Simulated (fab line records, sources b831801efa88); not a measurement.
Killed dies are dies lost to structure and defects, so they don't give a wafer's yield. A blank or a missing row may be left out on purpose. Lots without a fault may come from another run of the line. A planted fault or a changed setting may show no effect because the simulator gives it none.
Chamber matching | flow sky130 | SKY_VIA1_ETCH_15 on rie_diel-02: 4 sister chambers
The step etches SiO2 in C4F8/O2/Ar, stops on TiN, target depth 351 nm, time 54 s. 4 wafers are shown with their chamber, then 7 later ones without.

WAFERS WITH THEIR CHAMBER
wafer  | chamber | oes_product_au (a.u.)
L885.6 | 2       | 0.988
L884.3 | 3       | 0.971
L889.4 | 1       | 0.984
L889.5 | 0       | 0.973

WAFERS WITHOUT THEIR CHAMBER
wafer  | oes_product_au (a.u.)
L889.6 | 0.975
L890.1 | 0.983
L890.3 | 0.973
L890.4 | 0.978
L893.1 | 0.982
L893.3 | 0.981
L893.4 | 0.973

WHICH CHAMBER EACH WENT THROUGH
wafer  | from the rows above          | in truth
L889.6 | can't be placed: 0 or 3      | 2
L890.1 | can't be placed: 1 or 2      | 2
L890.3 | can't be placed: 0 or 3      | 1
L890.4 | can't be placed: 0 or 1 or 3 | 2
L893.1 | can't be placed: 1 or 2      | 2
L893.3 | can't be placed: 1 or 2      | 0
L893.4 | can't be placed: 0 or 3      | 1
Placed correctly: 0 of 7. Can't be placed from these rows: 7 (the true chamber is among the candidates in 2). Placed wrongly: 0.
How it was worked out, from the rows above alone: a wafer's distance from a chamber is the root of the sum, over the readings, of the square of ((its reading less the chamber's mean) divided by the reading's scatter). The wafer belongs to the nearest chamber; if the next one is less than 2 further off, it can't be placed. A chamber's mean is the mean of its shown wafers. The scatter: with one shown wafer a chamber, the root of the mean of the squares of how far each hidden wafer lies from its nearest shown one.
